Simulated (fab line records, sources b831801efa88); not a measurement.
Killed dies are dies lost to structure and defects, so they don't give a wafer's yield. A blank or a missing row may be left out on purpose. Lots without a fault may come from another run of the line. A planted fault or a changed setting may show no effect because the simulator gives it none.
A struck lot beside a sound one | flow sky130 | 14 steps out of a route of 708
Sound: wafers L651.1, L651.3, L651.5. Struck: wafers L657.2, L657.4, L657.6. The cause comes at the end.
At each step with rows: each side's tool, then ch and its chambers, then its first start. Under that, the readings that differ: sound wafers | struck wafers | difference of the means | sigmas: that difference in standard deviations of wafers without a fault.
alike: readings whose means differ by less than 2 such deviations, and words and numbers that are the same on both sides. not compared: withheld readings, readings that some wafer has no value for, bounds like >300 that may hide the same value, and numbers for which the record gives no deviation and whose values overlap.
The two part at a step that has a row with sigmas, a row that says differs or no value, or rows on one side only. Numbers that don't overlap but have no deviation are shown without sigmas and don't part them. A reading that every wafer of one side lacks parts them only if that side has two wafers or more.

first, 2 steps without rows for these wafers: SKY_VT_ADJUST_PCH_PEB_05; SKY_VT_ADJUST_PCH_DEVELOP_06 (develop time 60 s).
SKY_VT_ADJUST_PCH_OVL_MEAS_07:
  sound on overlay-02, day 12 19:19; struck on overlay-01, day 14 16:01
  alike: VT_ADJUST_PCH_OVL
then, 1 step without rows for these wafers: SKY_VT_ADJUST_PCH_IMPLANT_08.
SKY_VT_ADJUST_PCH_STRIP_09: strips in O2/N2.
  sound on plasma_asher-04 ch 0,1, day 12 19:30; struck on plasma_asher-02 ch 0,1, day 14 16:11
  alike: drypump_motor_current_A, o2_flow_sccm, oes_product_au, strip_time_to_endpoint_s
  not compared: rf_hours_counter_h
SKY_VT_ADJUST_PCH_TW_MEAS_10:
  sound on film_metro-04, day 12 19:36; struck on film_metro-01, day 14 16:18
  alike: VT_ADJUST_PCH_TW
then, 6 steps without rows for these wafers: SKY_SONOS_TUNNEL_DEHYDRATE_00 (time 60 s); SKY_SONOS_TUNNEL_HMDS_01 (prime time 60 s); SKY_SONOS_TUNNEL_COAT_02 (resist thk 1140 nm); SKY_SONOS_TUNNEL_SOFTBAKE_03 (time 60 s); SKY_SONOS_TUNNEL_EXPOSE_04 (exposes mask TUNM, target cd 410 nm); SKY_SONOS_TUNNEL_PEB_05.
SKY_SONOS_TUNNEL_DEVELOP_06: develop time 60 s.
  sound on litho_track-03 ch 0, day 13 20:54; struck on litho_track-02, day 15 18:32
  no value came back on the struck wafers for chill_plate_temp_C (C), develop_time_s (s); on the sound wafers chill_plate_temp_C (C) reads 23.07 23.04 22.94
SKY_SONOS_TUNNEL_CD_MEAS_07: target cd 410 nm.
  sound on cd_sem-01, day 13 21:03; struck on cd_sem-01, day 15 18:40
  reading    | sound             | struck | difference                    | sigmas
  cd_nm (nm) | 404.3 403.1 406.5 | - - -  | no value on the struck wafers |

WHERE THEY PART
First at SKY_SONOS_TUNNEL_DEVELOP_06; last, within this record, at SKY_SONOS_TUNNEL_CD_MEAS_07.

WHY: what the simulator had put in
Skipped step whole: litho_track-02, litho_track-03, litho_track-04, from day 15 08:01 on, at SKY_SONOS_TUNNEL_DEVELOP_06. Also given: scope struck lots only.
